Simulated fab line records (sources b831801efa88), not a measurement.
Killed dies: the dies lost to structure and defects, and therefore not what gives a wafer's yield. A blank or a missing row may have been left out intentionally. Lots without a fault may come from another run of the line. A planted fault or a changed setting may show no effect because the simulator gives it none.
Check of tool commonality	flow gf180mcu	14 lots and 42 wafers in the sample

WHAT PROMPTED THE OPENING
At GF_LVPWELL_TW_MEAS_11 the reading LVPWELL_TW is flagged on 2 of 14 lots. Fault-free wafers read 557.0, with a standard deviation of 2.8.
Rule: a lot is flagged in two cases, either no wafer of it has a number, or all its wafers with numbers fall more than 4 standard deviations from that mean. The rest of the lots are taken to be sound.

lot	measured	on	LVPWELL_TW, wafer by wafer	flag
L694	day 3 21:31	filmMetro-01	559.6 557.1 559.1	
L696	day 4 10:25	filmMetro-03	558.2 557.0 560.3	
L699	day 5 03:55	filmMetro-01	561.0 560.5 560.7	
L700	day 5 10:52	filmMetro-01	558.4 561.7 560.3	
L701	day 5 16:43	filmMetro-02	556.3 555.0 556.2	
L702	day 5 21:35	filmMetro-03	556.2 554.7 552.5	
L704	day 6 08:39	filmMetro-02	555.7 554.6 557.1	
L705	day 6 12:58	filmMetro-02	554.3 555.1 553.9	
L708	day 7 06:10	filmMetro-01	556.2 556.9 555.3	
L713	day 8 08:25	filmMetro-02	29.8 29.7 29.4	FLAGGED
L714	day 8 15:07	filmMetro-03	29.8 29.8 29.8	FLAGGED
L715	day 8 20:35	filmMetro-03	554.7 558.5 556.3	
L716	day 9 00:34	filmMetro-01	561.7 561.2 561.5	
L717	day 9 08:43	filmMetro-02	556.4 561.7 556.2	
Averaged over the flagged lots the numbers come to 29.7, -527.3 from the usual (-99 or more standard deviations).

TOOL THAT RAN EACH LOT
Before the reading, the record contains 2 process steps out of a 602-step route. Read each cell as the tool, then ch plus the chambers that the sampled wafers visited, then the start.
lot	flag	GF_NWELL_STRIP_10	GF_LVPWELL_STRIP_10
L694		plasmaAsher-04 ch 0,1, day 3 07:28	plasmaAsher-04 ch 0,1, day 3 21:25
L696		plasmaAsher-02 ch 0,1, day 3 20:49	plasmaAsher-04 ch 1, day 4 10:19
L699		plasmaAsher-03 ch 0,1, day 4 13:23	plasmaAsher-02 ch 0,1, day 5 03:49
L700		plasmaAsher-02 ch 0,1, day 4 20:04	plasmaAsher-04 ch 0,1, day 5 10:46
L701		plasmaAsher-02 ch 0,1, day 5 01:37	plasmaAsher-02 ch 0,1, day 5 16:37
L702		plasmaAsher-03 ch 0,1, day 5 06:25	plasmaAsher-02 ch 0,1, day 5 21:29
L704		plasmaAsher-04 ch 0,1, day 5 16:55	plasmaAsher-04 ch 1, day 6 08:32
L705		plasmaAsher-04 ch 0,1, day 5 21:53	plasmaAsher-04 ch 0,1, day 6 12:53
L708		plasmaAsher-03 ch 0,1, day 6 14:16	plasmaAsher-04 ch 0,1, day 7 06:04
L713	FLAGGED	plasmaAsher-02 ch 0,1, day 7 15:35	plasmaAsher-04 ch 0,1, day 8 08:19
L714	FLAGGED	plasmaAsher-04 ch 0,1, day 7 21:32	plasmaAsher-04 ch 0,1, day 8 15:01
L715		plasmaAsher-02 ch 0,1, day 8 03:34	plasmaAsher-01 ch 0,1, day 8 20:29
L716		plasmaAsher-03 ch 0,1, day 8 07:19	plasmaAsher-04 ch 0,1, day 9 00:28
L717		plasmaAsher-02 ch 0,1, day 8 15:10	plasmaAsher-02 ch 0,1, day 9 08:37
These steps, and what they do:
- GF_NWELL_STRIP_10: strips in O2/N2.
- GF_LVPWELL_STRIP_10: strips in O2/N2.
- GF_LVPWELL_TW_MEAS_11

FLAGGED AGAINST TOTAL, ONE TOOL AT A TIME (gauges that did the reading follow at the end)
step	tool	lots run	flagged	share of the flagged lots	sound lots run after its first flagged lot
GF_NWELL_STRIP_10	plasmaAsher-02	6	1	some	2 (L715,L717)
GF_NWELL_STRIP_10	plasmaAsher-03	4	0	none	-
GF_NWELL_STRIP_10	plasmaAsher-04	4	1	some	0
GF_LVPWELL_STRIP_10	plasmaAsher-01	1	0	none	-
GF_LVPWELL_STRIP_10	plasmaAsher-02	4	0	none	-
GF_LVPWELL_STRIP_10	plasmaAsher-04	9	2	all	1 (L716)
GF_LVPWELL_TW_MEAS_11	filmMetro-01	5	0	none	-
GF_LVPWELL_TW_MEAS_11	filmMetro-02	5	1	some	1 (L717)
GF_LVPWELL_TW_MEAS_11	filmMetro-03	4	1	some	1 (L715)

WHAT IS ALLOWED BY THE TABLE
All flagged lots share 1 row of the table, namely plasmaAsher-04 at GF_LVPWELL_STRIP_10.
- plasmaAsher-04 at GF_LVPWELL_STRIP_10 ran 9 lots, 2 of them flagged. Sound lots followed the first flagged one (L716) on it, something a lasting fault affecting the whole tool could not allow. Its own readings (stripTimeToEndpointS) fall more than 4 standard deviations out on all wafers of the flagged lots.
There is no row in the table that ran each flagged lot and no sound lot after the first.

WHAT THE SIMULATOR HAD PUT IN
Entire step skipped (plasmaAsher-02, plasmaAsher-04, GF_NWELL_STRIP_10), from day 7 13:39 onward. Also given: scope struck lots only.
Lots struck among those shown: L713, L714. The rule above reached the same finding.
